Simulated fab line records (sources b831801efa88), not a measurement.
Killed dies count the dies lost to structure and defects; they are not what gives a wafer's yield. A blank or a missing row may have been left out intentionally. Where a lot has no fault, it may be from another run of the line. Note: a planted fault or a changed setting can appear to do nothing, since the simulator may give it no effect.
fab line records | flow sky130
record lots=5 wafers=15 last-day=50
route steps=708 shown METAL4@599 CAP2M@603
lots untouched by any fault: they come from a run of this same line in which no faults occurred
start-h: hours from the record's opening day to when the first of the lot's shown wafers began | wait-h: hours from the lot's prior step to this one | " unchanged from the row above | L1.1+2: a row that stands for several wafers | - no value, or no start was given | * or withheld: withheld | < > ~ a bound
route shown NAME@n: names a module that has steps shown in the file, with the first one's number in the route | usual: the fault-free wafers' mean and standard deviation | same: alike in all rows | chamber/n: place in a boat | sites: readings site by site | _std_site: their standard deviation | _edge_site: outer sites' mean less inner sites' | radius-mm: for every site, how far away it sits from the centre of the wafer | mask NAME#n: copy n | behind: the most recent tool/chamber to have shaped the wafer | hold: cause of the lot's hold/its duration in hours/its outcome | device: names the non-switching transistor (n, p or np) | end of line: the route-end tests of the same wafers | where a step has no rows: the recipe by itself | killed: dies lost to structure and defects at the first sort, not the wafer's yield | map: shows each die of a wafer: x if killed, . if not, _ if none is there
set.NAME: the setting that was run; set.NAME@STEP: the one run at that earlier step | model.NAME: the simulator's own value behind a step, which no gauge read
a table for each step, a row for each wafer; lots at some steps of the route
services: from which hour (start-h, from the record's first day; less than 0 if before it) a tool's chamber was out of use, for how many hours, and why
## steps
# step SKY_METAL4_SPUTTER_01
# recipe material=TiN target-thk-nm=20 power-w=6500 time-s=16.7 chamber-pressure-pa=0.4
# usual cathode-dc-power-W=6500.1/1.2 throttle-valve-pct=30.3/0.62
# columns lot.wafer tool chamber start-h wait-h cathode-dc-power-W throttle-valve-pct
L076.1 pvd-sputter-02 - 945.59 0.0 6499.9 30.5
L076.2 " - " " 6500.4 29.7
L076.4 " - " " 6500.6 30.7
L080.1 pvd-sputter-02 - 974.51 0.0 6499.6 29.7
L080.2 " - " " 6500.0 30.8
L080.4 " - " " 6500.3 29.9
L091.1 pvd-sputter-04 - 1047.62 0.0 6498.5 31.4
L091.4 " - " " 6500.4 30.0
L091.6 " - " " 6499.8 30.5
L093.1 pvd-sputter-04 - 1064.70 0.0 6500.0 30.6
L093.3 " - " " 6499.3 29.1
L093.4 " - " " 6502.9 29.9
L097.3 pvd-sputter-04 - 1085.25 0.0 6501.3 31.4
L097.4 " - " " 6501.1 29.5
L097.6 " - " " 6498.1 30.0
# step SKY_METAL4_SPUTTER_02
# recipe material=AlCu target-thk-nm=735 power-w=10600 time-s=39.1 chamber-pressure-pa=0.4
# usual cathode-dc-power-W=10600/1.9 throttle-valve-pct=30.3/0.59
# columns lot.wafer tool chamber start-h wait-h cathode-dc-power-W throttle-valve-pct
L076.1 pvd-sputter-02 - 945.61 0.0 10598 30.3
L076.2 " - " " 10601 29.8
L076.4 " - " " 10598 30.4
L080.1 pvd-sputter-02 - 974.53 0.0 10600 29.8
L080.2 " - " " 10599 30.6
L080.4 " - " " 10599 30.0
L091.1 pvd-sputter-04 - 1047.65 0.0 10600 31.4
L091.4 " - " " 10601 30.1
L091.6 " - " " 10601 30.7
L093.1 pvd-sputter-04 - 1064.73 0.0 10600 30.7
L093.3 " - " " 10599 29.3
L093.4 " - " " 10598 30.4
L097.3 pvd-sputter-04 - 1085.27 0.0 10600 31.3
L097.4 " - " " 10598 29.5
L097.6 " - " " 10600 29.7
# step SKY_METAL4_SPUTTER_03
# recipe material=Ti target-thk-nm=5 power-w=3000 time-s=3.3 chamber-pressure-pa=0.4
# usual cathode-dc-power-W=3000.0/0.6 throttle-valve-pct=30.3/0.61
# columns lot.wafer tool chamber start-h wait-h cathode-dc-power-W throttle-valve-pct
L076.1 pvd-sputter-02 - 945.65 0.0 3000.3 30.4
L076.2 " - " " 3000.7 30.0
L076.4 " - " " 3000.3 30.8
L080.1 pvd-sputter-02 - 974.57 0.0 3000.5 29.8
L080.2 " - " " 2999.4 30.6
L080.4 " - " " 2999.5 30.1
L091.1 pvd-sputter-04 - 1047.69 0.0 3001.3 31.2
L091.4 " - " " 3000.8 30.0
L091.6 " - " " 2999.4 30.3
L093.1 pvd-sputter-04 - 1064.77 0.0 3000.7 30.8
L093.3 " - " " 2999.4 29.2
L093.4 " - " " 3000.2 30.2
L097.3 pvd-sputter-04 - 1085.31 0.0 2999.7 31.1
L097.4 " - " " 2999.8 29.0
L097.6 " - " " 3000.5 29.5
# step SKY_METAL4_SPUTTER_04
# recipe material=TiN target-thk-nm=70 power-w=6500 time-s=58.3 chamber-pressure-pa=0.4
# usual cathode-dc-power-W=6500.0/1.1 throttle-valve-pct=30.3/0.62
# columns lot.wafer tool chamber start-h wait-h cathode-dc-power-W throttle-valve-pct
L076.1 pvd-sputter-02 - 945.67 0.0 6500.5 30.6
L076.2 " - " " 6497.6 29.7
L076.4 " - " " 6502.2 30.7
L080.1 pvd-sputter-02 - 974.59 0.0 6501.0 29.6
L080.2 " - " " 6500.2 30.5
L080.4 " - " " 6499.2 30.1
L091.1 pvd-sputter-04 - 1047.70 0.0 6500.4 31.4
L091.4 " - " " 6499.4 30.1
L091.6 " - " " 6500.5 30.5
L093.1 pvd-sputter-04 - 1064.79 0.0 6498.8 30.6
L093.3 " - " " 6497.8 29.3
L093.4 " - " " 6500.4 30.1
L097.3 pvd-sputter-04 - 1085.33 0.0 6501.4 31.4
L097.4 " - " " 6501.2 29.4
L097.6 " - " " 6500.7 29.7
# step SKY_CAP2M_CVD_00
# recipe material=SiO2 target-thk-nm=15.5 temp-c=400 time-s=withheld rf-w=450
# usual heater-power-w=743/130
# columns lot.wafer tool chamber start-h wait-h heater-power-w
L076.1 pecvd-02 0 945.72 0.0 752
L076.2 " 1 " " 636
L076.4 " 1 " " 629
L080.1 pecvd-02 1 974.64 0.0 569
L080.2 " 0 " " 758
L080.4 " 0 " " 741
L091.1 pecvd-01 2 1047.75 0.0 683
L091.4 " 2 " " 682
L091.6 " 1 " " 577
L093.1 pecvd-04 2 1064.84 0.0 953
L093.3 " 0 " " 774
L093.4 " 2 " " 977
L097.3 pecvd-01 2 1085.38 0.0 817
L097.4 " 0 " " 922
L097.6 " 2 " " 839
# step SKY_CAP2M_THK_MEAS_01
# recipe reads=SiO2_of_CAP2M_CVD_00
# usual CAP2M_CVD_00_THK=15.51/0.24
# columns lot.wafer tool chamber start-h wait-h CAP2M_CVD_00_THK[nm]
L076.1 film-metro-01 - 945.74 - 15.38
L076.2 " - " " 15.53
L076.4 " - " " 15.90
L080.1 film-metro-04 - 974.66 - 15.71
L080.2 " - " " 15.85
L080.4 " - " " 15.83
L091.1 film-metro-02 - 1047.78 - 14.88
L091.4 " - " " 15.22
L091.6 " - " " 15.79
L093.1 film-metro-04 - 1064.86 - 15.46
L093.3 " - " " 15.58
L093.4 " - " " 15.77
L097.3 film-metro-04 - 1085.42 - 15.16
L097.4 " - " " 15.20
L097.6 " - " " 15.39
# step SKY_CAP2M_SPUTTER_02
# recipe material=TiN target-thk-nm=200 temp-c=300 power-w=6500 time-s=166.7 chamber-pressure-pa=0.4
# usual cathode-dc-power-W=6500.0/1.3 throttle-valve-pct=30.3/0.55
# columns lot.wafer tool chamber start-h wait-h cathode-dc-power-W throttle-valve-pct
L076.1 pvd-sputter-03 - 945.80 0.1 6498.5 29.5
L076.2 " - " " 6500.5 29.8
L076.4 " - " " 6497.2 30.3
L080.1 pvd-sputter-04 - 974.72 0.1 6498.3 30.2
L080.2 " - " " 6500.7 29.3
L080.4 " - " " 6500.5 30.0
L091.1 pvd-sputter-02 - 1047.84 0.1 6498.9 30.8
L091.4 " - " " 6499.7 30.0
L091.6 " - " " 6500.2 30.3
L093.1 pvd-sputter-03 - 1064.92 0.1 6500.3 30.0
L093.3 " - " " 6501.7 30.4
L093.4 " - " " 6499.8 29.5
L097.3 pvd-sputter-03 - 1085.46 0.0 6500.5 30.7
L097.4 " - " " 6499.0 30.3
L097.6 " - " " 6498.9 30.9
# step SKY_CAP2M_RS_MEAS_03
# recipe thk-meas-gauge=four-point-probe reads=TiN_of_CAP2M_SPUTTER_02
# usual CAP2M_TIN_RS=6.92/0.079
# columns lot.wafer tool chamber start-h wait-h CAP2M_TIN_RS[ohm/sq]
L076.1 film-metro-04 - 945.91 0.1 6.95
L076.2 " - " " 6.85
L076.4 " - " " 6.88
L080.1 film-metro-04 - 974.83 0.1 6.90
L080.2 " - " " 6.83
L080.4 " - " " 6.91
L091.1 film-metro-01 - 1047.94 0.1 6.71
L091.4 " - " " 6.73
L091.6 " - " " 6.64
L093.1 film-metro-04 - 1065.03 0.1 6.94
L093.3 " - " " 7.02
L093.4 " - " " 7.01
L097.3 film-metro-02 - 1085.61 0.1 6.84
L097.4 " - " " 6.86
L097.6 " - " " 6.89
# step SKY_CAP2M_THK_MEAS_04
# recipe thk-meas-gauge=xrf reads=TiN_of_CAP2M_SPUTTER_02
# usual CAP2M_TIN_THK=196.6/2.4
# columns lot.wafer tool chamber start-h wait-h CAP2M_TIN_THK[nm]
L076.1 film-metro-04 - 946.03 0.1 195.6
L076.2 " - " " 197.9
L076.4 " - " " 197.7
L080.1 film-metro-04 - 974.95 0.1 197.3
L080.2 " - " " 199.8
L080.4 " - " " 197.3
L091.1 film-metro-01 - 1048.06 0.1 203.9
L091.4 " - " " 203.0
L091.6 " - " " 204.5
L093.1 film-metro-04 - 1065.15 0.1 196.3
L093.3 " - " " 193.9
L093.4 " - " " 194.9
L097.3 film-metro-02 - 1085.71 0.1 197.7
L097.4 " - " " 199.8
L097.6 " - " " 196.7
# step SKY_CAP2M_DEHYDRATE_05
# recipe temp-c=200 time-s=60
# usual exhaust-pa=45.0/1
# columns lot.wafer tool chamber start-h wait-h exhaust-pa
L076.1 litho-track-01 0 957.05 11.0 44.2
L076.2 " 0 " " 44.7
L076.4 " 0 " " 45.7
L080.1 litho-track-04 0 986.41 11.5 45.1
L080.2 " 0 " " 46.4
L080.4 " 0 " " 45.5
L091.1 litho-track-04 0 1058.91 10.8 45.0
L091.4 " 0 " " 47.2
L091.6 " 0 " " 46.7
L093.1 litho-track-02 0 1074.13 9.0 44.8
L093.3 " 0 " " 44.4
L093.4 " 0 " " 44.2
L097.3 litho-track-01 0 1094.65 8.9 45.4
L097.4 " 0 " " 45.1
L097.6 " 0 " " 46.0
# step SKY_CAP2M_HMDS_06
# recipe prime-time-s=60 prime-temp-c=120
# usual exhaust-pa=45.1/0.88
# columns lot.wafer tool chamber start-h wait-h exhaust-pa
L076.1 litho-track-01 0 957.20 0.1 45.8
L076.2 " 0 " " 44.9
L076.4 " 0 " " 44.9
L080.1 litho-track-04 0 986.56 0.1 45.4
L080.2 " 0 " " 45.1
L080.4 " 0 " " 45.5
L091.1 litho-track-04 0 1059.06 0.1 45.7
L091.4 " 0 " " 45.9
L091.6 " 0 " " 44.2
L093.1 litho-track-02 0 1074.28 0.1 43.7
L093.3 " 0 " " 43.6
L093.4 " 0 " " 44.9
L097.3 litho-track-01 0 1094.80 0.1 44.2
L097.4 " 0 " " 45.2
L097.6 " 0 " " 45.6
# step SKY_CAP2M_COAT_07
# recipe resist=NOVOLAK spin-rpm=3000 resist-thk-nm=1140
# usual exhaust-pa=44.8/0.8
# columns lot.wafer tool chamber start-h wait-h exhaust-pa
L076.1 litho-track-01 0 957.35 0.1 45.3
L076.2 " 0 " " 44.6
L076.4 " 0 " " 45.7
L080.1 litho-track-04 0 986.71 0.1 44.8
L080.2 " 0 " " 46.3
L080.4 " 0 " " 45.5
L091.1 litho-track-04 0 1059.21 0.1 44.6
L091.4 " 0 " " 44.4
L091.6 " 0 " " 44.6
L093.1 litho-track-02 0 1074.43 0.1 44.4
L093.3 " 0 " " 44.7
L093.4 " 0 " " 44.8
L097.3 litho-track-01 0 1094.95 0.1 43.9
L097.4 " 0 " " 44.4
L097.6 " 0 " " 46.1
# step SKY_CAP2M_SOFTBAKE_08
# recipe temp-c=90 time-s=60 resist=NOVOLAK
# usual exhaust-pa=45.1/0.86
# columns lot.wafer tool chamber start-h wait-h exhaust-pa
L076.1 litho-track-01 0 957.50 0.1 44.8
L076.2 " 0 " " 44.8
L076.4 " 0 " " 44.4
L080.1 litho-track-04 0 986.86 0.1 45.5
L080.2 " 0 " " 45.9
L080.4 " 0 " " 45.9
L091.1 litho-track-04 0 1059.36 0.1 46.6
L091.4 " 0 " " 46.3
L091.6 " 0 " " 44.9
L093.1 litho-track-02 0 1074.58 0.1 46.3
L093.3 " 0 " " 45.8
L093.4 " 0 " " 45.5
L097.3 litho-track-01 0 1095.10 0.1 44.7
L097.4 " 0 " " 44.5
L097.6 " 0 " " 45.8
# step SKY_CAP2M_EXPOSE_09
# recipe mask-id=CAP2M na=0.6 source-shape=conventional sigma-outer=0.6 polarization=unpolarized target-cd-nm=1000 dose-mj=159
# columns lot.wafer tool chamber start-h wait-h mask
L076.1+2+4 iline-stepper-02 0 - - CAP2M#0
L080.1+2+4 iline-stepper-02 0 - - CAP2M#0
L091.1+4+6 iline-stepper-01 0 - - CAP2M#0
L093.1+3+4 iline-stepper-02 0 - - CAP2M#0
L097.3+4+6 iline-stepper-01 0 - - CAP2M#0
# step SKY_CAP2M_PEB_10
# recipe temp-c=withheld time-s=* resist=NOVOLAK
# usual exhaust-pa=45.1/0.96
# columns lot.wafer tool chamber start-h wait-h exhaust-pa
L076.1 litho-track-04 0 - - 43.5
L076.2 " 0 " " 43.1
L076.4 " 0 " " 45.0
L080.1 litho-track-04 0 - - 46.3
L080.2 " 0 " " 44.6
L080.4 " 0 " " 46.0
L091.1 litho-track-04 0 - - 45.9
L091.4 " 0 " " 46.1
L091.6 " 0 " " 45.2
L093.1 litho-track-04 0 - - 45.2
L093.3 " 0 " " 45.5
L093.4 " 0 " " 46.3
L097.3 litho-track-04 0 - - 44.5
L097.4 " 0 " " 45.7
L097.6 " 0 " " 45.9
# step SKY_CAP2M_DEVELOP_11
# recipe resist=NOVOLAK developer=TMAH develop-time-s=60 dev-temp-c=23
# usual exhaust-pa=45.1/0.95
# columns lot.wafer tool chamber start-h wait-h exhaust-pa
L076.1 litho-track-04 0 969.11 0.1 45.4
L076.2 " 0 " " 45.7
L076.4 " 0 " " 45.6
L080.1 litho-track-04 0 998.11 0.1 45.6
L080.2 " 0 " " 43.9
L080.4 " 0 " " 45.9
L091.1 litho-track-04 0 1069.61 0.1 46.1
L091.4 " 0 " " 45.7
L091.6 " 0 " " 44.5
L093.1 litho-track-04 0 1085.16 0.1 44.8
L093.3 " 0 " " 44.6
L093.4 " 0 " " 45.4
L097.3 litho-track-04 0 1105.31 0.1 44.2
L097.4 " 0 " " 44.2
L097.6 " 0 " " 43.7
# step SKY_CAP2M_OVL_MEAS_12
# usual CAP2M_OVL=0.8/1.5
# columns lot.wafer tool chamber start-h wait-h CAP2M_OVL[nm]
L076.1 overlay-02 - 969.26 0.1 1.9
L076.2 " - " " 0.8
L076.4 " - " " 1.9
L080.1 overlay-02 - 998.26 0.1 3.2
L080.2 " - " " -0.7
L080.4 " - " " -0.4
L091.1 overlay-01 - 1069.76 0.1 1.0
L091.4 " - " " 0.1
L091.6 " - " " 1.3
L093.1 overlay-01 - 1085.31 0.1 -0.7
L093.3 " - " " 0.2
L093.4 " - " " 0.7
L097.3 overlay-01 - 1105.42 0.1 2.8
L097.4 " - " " 2.0
L097.6 " - " " 2.2
# step SKY_CAP2M_METAL_ETCH_13
# recipe target-depth-nm=220 stop-on=SiO2 chemistry=Cl2/BCl3 target=TiN pressure-mtorr=10 icp-w=900 bias-w=48.5 Cl2_flow_sccm=60 bcl3-flow-sccm=30 time-s=62.9
# usual drypump-motor-current-A=5.7/0.52 oes-product-au=0.940/0.0074 throttle-valve-pct=21.902/0.01
# columns lot.wafer tool chamber start-h wait-h drypump-motor-current-A oes-product-au rf-hours-counter-h throttle-valve-pct
L076.1 rie-metal-03 1 969.30 0.0 6.5 0.935 8 21.901
L076.2 " 0 " " 5.6 0.943 12 21.895
L076.4 " 1 " " 6.5 0.939 - 21.898
L080.1 rie-metal-03 1 998.30 0.0 6.4 0.940 8 21.903
L080.2 " 0 " " 5.6 0.946 13 21.892
L080.4 " 0 " " 5.6 0.945 - 21.900
L091.1 rie-metal-02 0 1069.80 0.0 5.8 0.960 21 21.899
L091.4 " 0 " " 5.9 0.957 - 21.893
L091.6 " 0 " " 5.8 0.946 - 21.895
L093.1 rie-metal-03 1 1085.35 0.0 6.5 0.934 13 21.915
L093.3 " 0 " " 5.6 0.931 - 21.911
L093.4 " 1 " " 6.5 0.937 - 21.890
L097.3 rie-metal-03 1 1105.47 0.0 6.5 0.948 - 21.896
L097.4 " 0 " " 5.6 0.945 - 21.890
L097.6 " 1 " " 6.5 0.942 - 21.909
# step SKY_CAP2M_STRIP_14
# recipe chemistry=O2/N2 power-w=1400 pressure-mtorr=1500 platen-temp-c=withheld o2-flow-sccm=3000 n2-flow-sccm=300 overash-fraction=0.5
# usual drypump-motor-current-A=5.8/0.62 oes-product-au=0.710/0.0046 strip-time-to-endpoint-s=12.67/0.044
# columns lot.wafer tool chamber start-h wait-h drypump-motor-current-A oes-product-au rf-hours-counter-h strip-time-to-endpoint-s
L076.1 plasma-asher-03 1 969.37 0.1 6.3 0.704 24 12.66
L076.2 " 0 " " 5.4 0.709 24 12.67
L076.4 " 1 " " 6.4 0.712 - 12.69
L080.1 plasma-asher-03 0 998.37 0.1 5.4 0.712 27 12.66
L080.2 " 1 " " 6.4 0.710 27 12.63
L080.4 " 1 " " 6.4 0.719 - 12.58
L091.1 plasma-asher-02 1 1069.87 0.1 5.8 0.715 57 12.66
L091.4 " 0 " " 6.5 0.712 - 12.60
L091.6 " 1 " " 5.7 0.707 - 12.64
L093.1 plasma-asher-03 1 1085.42 0.1 6.4 0.715 36 12.76
L093.3 " 1 " " 6.4 0.711 - 12.71
L093.4 " 0 " " 5.4 0.715 - 12.77
L097.3 plasma-asher-01 0 1105.56 0.1 5.0 0.712 - 12.68
L097.4 " 1 " " 4.8 0.705 - 12.67
L097.6 " 0 " " 5.0 0.707 - 12.71
# step SKY_CAP2M_STRIP_15
# recipe chemistry=post-etch-residue-remover time-s=1200 temp-c=72.5
# usual bath-guard-temp-C=72.7/0.44
# columns lot.wafer tool chamber start-h wait-h bath-guard-temp-C
L076.1 wet-bench-04 0 969.47 0.1 72.7
L076.2 " 0 " " 73.2
L076.4 " 0 " " 73.1
L080.1 wet-bench-03 1 998.47 0.1 72.6
L080.2 " 1 " " 72.7
L080.4 " 1 " " 73.0
L091.1 wet-bench-04 1 1069.97 0.1 72.5
L091.4 " 1 " " 72.6
L091.6 " 1 " " 72.6
L093.1 wet-bench-04 3 1085.52 0.1 72.1
L093.3 " 3 " " 72.1
L093.4 " 3 " " 72.2
L097.3 wet-bench-03 0 1105.62 0.0 73.3
L097.4 " 0 " " 73.2
L097.6 " 0 " " 73.2
# step SKY_CAP2M_CLEAN_16
# recipe chemistry=IPA time-s=180 temp-c=25
# columns lot.wafer tool chamber start-h wait-h
L076.1+2+4 wet-bench-02 0 969.82 0.0
L080.1+2+4 wet-bench-02 3 998.85 0.0
L091.1+4+6 wet-bench-03 3 1070.32 0.0
L093.1+3+4 wet-bench-02 1 1085.88 0.0
L097.3+4+6 wet-bench-04 1 1105.97 0.0
# step SKY_CAP2M_CLEAN_17
# recipe chemistry=O3/DIW dry=n2-spin
# columns lot.wafer tool chamber start-h wait-h
L076.1+2+4 wet-bench-04 1 969.87 0.0
L080.1+2+4 wet-bench-04 3 998.90 0.0
L091.1+4+6 wet-bench-04 3 1070.37 0.0
L093.1+3+4 wet-bench-02 3 1085.95 0.0
L097.3+4+6 wet-bench-02 3 1106.02 0.0
# step SKY_METAL4_DEHYDRATE_05
# recipe temp-c=200 time-s=60
# usual exhaust-pa=44.8/0.96
# columns lot.wafer tool chamber start-h wait-h exhaust-pa
L076.1 litho-track-03 0 981.40 11.4 44.8
L076.2 " 0 " " 44.2
L076.4 " 0 " " 46.0
L080.1 litho-track-04 0 1010.11 11.1 44.4
L080.2 " 0 " " 44.1
L080.4 " 0 " " 43.5
L091.1 litho-track-03 0 1080.20 9.7 45.9
L091.4 " 0 " " 46.0
L091.6 " 0 " " 44.8
L093.1 litho-track-02 0 1094.88 8.8 46.3
L093.3 " 0 " " 46.3
L093.4 " 0 " " 47.3
L097.3 litho-track-04 0 1114.71 8.6 45.1
L097.4 " 0 " " 45.9
L097.6 " 0 " " 46.5
# step SKY_METAL4_HMDS_06
# recipe prime-time-s=60 prime-temp-c=120
# usual exhaust-pa=44.8/1
# columns lot.wafer tool chamber start-h wait-h exhaust-pa
L076.1 litho-track-03 0 981.55 0.1 44.4
L076.2 " 0 " " 45.1
L076.4 " 0 " " 44.9
L080.1 litho-track-04 0 1010.26 0.1 44.9
L080.2 " 0 " " 45.2
L080.4 " 0 " " 44.3
L091.1 litho-track-03 0 1080.35 0.1 44.7
L091.4 " 0 " " 44.8
L091.6 " 0 " " 45.5
L093.1 litho-track-02 0 1095.03 0.1 45.1
L093.3 " 0 " " 44.0
L093.4 " 0 " " 44.1
L097.3 litho-track-04 0 1114.86 0.1 43.8
L097.4 " 0 " " 44.1
L097.6 " 0 " " 45.1
# step SKY_METAL4_COAT_07
# recipe resist=BARC temp-c=withheld time-s=withheld spin-rpm=3000 resist-thk-nm=60
# usual exhaust-pa=45.1/0.9
# columns lot.wafer tool chamber start-h wait-h exhaust-pa
L076.1 litho-track-03 0 981.70 0.1 45.8
L076.2 " 0 " " 46.3
L076.4 " 0 " " 45.5
L080.1 litho-track-04 0 1010.41 0.1 44.8
L080.2 " 0 " " 45.3
L080.4 " 0 " " 44.9
L091.1 litho-track-03 0 1080.50 0.1 44.7
L091.4 " 0 " " 43.8
L091.6 " 0 " " 45.3
L093.1 litho-track-02 0 1095.18 0.1 44.9
L093.3 " 0 " " 46.0
L093.4 " 0 " " 44.9
L097.3 litho-track-04 0 1115.01 0.1 46.6
L097.4 " 0 " " 46.1
L097.6 " 0 " " 45.1
# step SKY_METAL4_COAT_08
# recipe resist=KrF-thick spin-rpm=3000 resist-thk-nm=1140
# usual exhaust-pa=45.0/1.2
# columns lot.wafer tool chamber start-h wait-h exhaust-pa
L076.1 litho-track-03 0 - - 45.6
L076.2 " 0 " " 44.9
L076.4 " 0 " " 47.9
L080.1 litho-track-04 0 - - 44.9
L080.2 " 0 " " 46.3
L080.4 " 0 " " 44.8
L091.1 litho-track-03 0 - - 43.6
L091.4 " 0 " " 43.0
L091.6 " 0 " " 44.8
L093.1 litho-track-02 0 - - 46.8
L093.3 " 0 " " 47.8
L093.4 " 0 " " 46.3
L097.3 litho-track-04 0 - - 43.8
L097.4 " 0 " " 45.4
L097.6 " 0 " " 44.5
# step SKY_METAL4_SOFTBAKE_09
# recipe temp-c=100 time-s=90 resist=KrF-thick
# usual exhaust-pa=45.0/0.91
# columns lot.wafer tool chamber start-h wait-h exhaust-pa
L076.1 litho-track-03 0 - - 44.5
L076.2 " 0 " " 46.3
L076.4 " 0 " " 45.0
L080.1 litho-track-04 0 - - 44.9
L080.2 " 0 " " 44.9
L080.4 " 0 " " 44.1
L091.1 litho-track-03 0 - - 44.5
L091.4 " 0 " " 44.6
L091.6 " 0 " " 44.5
L093.1 litho-track-02 0 - - 44.8
L093.3 " 0 " " 43.1
L093.4 " 0 " " 43.5
L097.3 litho-track-04 0 - - 43.9
L097.4 " 0 " " 43.7
L097.6 " 0 " " 44.4
# step SKY_METAL4_EXPOSE_10
# recipe mask-id=MM4 na=0.68 source-shape=annular sigma-inner=0.4 sigma-outer=0.8 target-cd-nm=300 dose-mj=28
# same sigma-inner=0.4
# columns lot.wafer tool chamber start-h wait-h mask
L076.1+2+4 krf-scanner-02 0 - - MM4#0
L080.1+2+4 krf-scanner-02 0 - - MM4#0
L091.1+4+6 krf-scanner-02 0 - - MM4#0
L093.1+3+4 krf-scanner-02 0 - - MM4#0
L097.3+4+6 krf-scanner-02 0 - - MM4#0
# step SKY_METAL4_PEB_11
# recipe peb-temp-c=withheld peb-time-s=withheld resist=KrF-thick
# usual exhaust-pa=45.0/0.77
# columns lot.wafer tool chamber start-h wait-h exhaust-pa
L076.1 litho-track-02 0 - - 43.3
L076.2 " 0 " " 43.6
L076.4 " 0 " " 44.0
L080.1 litho-track-02 0 - - 44.9
L080.2 " 0 " " 46.0
L080.4 " 0 " " 45.3
L091.1 litho-track-02 0 - - 43.7
L091.4 " 0 " " 44.6
L091.6 " 0 " " 45.9
L093.1 litho-track-02 0 - - 44.9
L093.3 " 0 " " 43.5
L093.4 " 0 " " 45.2
L097.3 litho-track-03 0 - - 46.0
L097.4 " 0 " " 46.1
L097.6 " 0 " " 45.1
# step SKY_METAL4_DEVELOP_12
# recipe develop-time-s=60 resist=KrF-thick dev-temp-c=21
# usual exhaust-pa=44.9/0.99
# columns lot.wafer tool chamber start-h wait-h exhaust-pa
L076.1 litho-track-02 0 - - 44.6
L076.2 " 0 " " 44.7
L076.4 " 0 " " 45.2
L080.1 litho-track-02 0 - - 45.2
L080.2 " 0 " " 46.3
L080.4 " 0 " " 46.3
L091.1 litho-track-02 0 - - 42.9
L091.4 " 0 " " 43.1
L091.6 " 0 " " 44.5
L093.1 litho-track-02 0 - - 45.2
L093.3 " 0 " " 46.5
L093.4 " 0 " " 44.7
L097.3 litho-track-03 0 - - 44.4
L097.4 " 0 " " 45.2
L097.6 " 0 " " 43.8
# step SKY_METAL4_CD_MEAS_13
# recipe target-cd-nm=300
# usual cd-nm=299.4/1.3
# columns lot.wafer tool chamber start-h wait-h cd-nm
L076.1 cd-sem-02 - 993.68 - 299.2
L076.2 " - " " 297.7
L076.4 " - " " 298.6
L080.1 cd-sem-02 - 1022.43 - 299.8
L080.2 " - " " 300.2
L080.4 " - " " 300.9
L091.1 cd-sem-01 - 1091.38 - 298.7
L091.4 " - " " 298.7
L091.6 " - " " 298.9
L093.1 cd-sem-02 - 1106.88 - 300.8
L093.3 " - " " 300.8
L093.4 " - " " 303.1
L097.3 cd-sem-01 - 1125.34 - 300.8
L097.4 " - " " 300.1
L097.6 " - " " 299.5
# step SKY_METAL4_OVL_MEAS_14
# usual METAL4_OVL=-2/6
# columns lot.wafer tool chamber start-h wait-h METAL4_OVL[nm]
L076.1 overlay-01 - 993.80 0.1 6
L076.2 " - " " -3
L076.4 " - " " -9
L080.1 overlay-02 - 1022.55 0.1 -7
L080.2 " - " " -13
L080.4 " - " " -11
L091.1 overlay-02 - 1091.50 0.1 -1
L091.4 " - " " -2
L091.6 " - " " -7
L093.1 overlay-02 - 1107.00 0.1 1
L093.3 " - " " -15
L093.4 " - " " -7
L097.3 overlay-01 - 1125.44 0.1 -5
L097.4 " - " " 1
L097.6 " - " " 6
# step SKY_METAL4_DESCUM_15
# recipe chemistry=O2 source-power-w=150 bias-power-w=0 pressure-mtorr=10 temp-c=40 time-s=8
# usual drypump-motor-current-A=5.6/0.34 oes-product-au=0.996/0.01
# columns lot.wafer tool chamber start-h wait-h drypump-motor-current-A oes-product-au rf-hours-counter-h
L076.1 rie-metal-02 1 993.84 0.0 6.0 0.994 12
L076.2 " 0 " " 5.9 0.992 16
L076.4 " 0 " " 5.9 0.972 -
L080.1 rie-metal-02 0 1022.59 0.0 5.8 0.995 18
L080.2 " 1 " " 6.0 1.006 14
L080.4 " 0 " " 5.8 0.989 -
L091.1 rie-metal-04 0 1091.54 0.0 5.7 1.003 1
L091.4 " 0 " " 5.7 0.999 -
L091.6 " 1 " " 5.7 0.989 -
L093.1 rie-metal-01 1 1107.04 0.0 5.0 0.985 24
L093.3 " 1 " " 5.0 0.995 -
L093.4 " 0 " " 5.2 0.990 -
L097.3 rie-metal-02 1 1125.47 0.0 6.0 0.996 -
L097.4 " 0 " " 5.9 0.989 -
L097.6 " 1 " " 6.0 0.996 -
## services
# columns tool chamber start-h hours kind
krf-scanner-02 - 925.82 21.0 pm
plasma-asher-03 - 936.56 0.6 repair
pecvd-01 2 948.15 4.6 repair
krf-scanner-02 - 948.19 1.3 pm
krf-scanner-02 - 949.55 0.6 repair
iline-stepper-01 - 957.67 1.7 pm
pecvd-01 0 964.08 9.5 repair
plasma-asher-03 - 966.15 0.8 repair
rie-metal-03 1 980.45 8.3 repair
rie-metal-03 - 983.64 14.6 pm
pecvd-01 2 1009.21 13.3 repair
pvd-sputter-04 - 1011.52 1.2 repair
krf-scanner-02 - 1016.96 4.4 pm
pecvd-02 - 1020.39 0.8 repair
krf-scanner-02 - 1028.55 0.8 pm
pecvd-02 - 1042.18 1.3 repair
iline-stepper-02 - 1058.26 1.7 pm
rie-metal-03 - 1072.20 2.7 repair
krf-scanner-02 - 1074.72 1.0 pm
pvd-sputter-04 - 1081.88 2.4 repair
pvd-sputter-04 - 1086.63 4.4 repair
rie-metal-02 1 1088.59 1.1 repair
pecvd-02 0 1103.38 20.9 repair
krf-scanner-02 - 1113.43 1.3 pm
## key
fault none
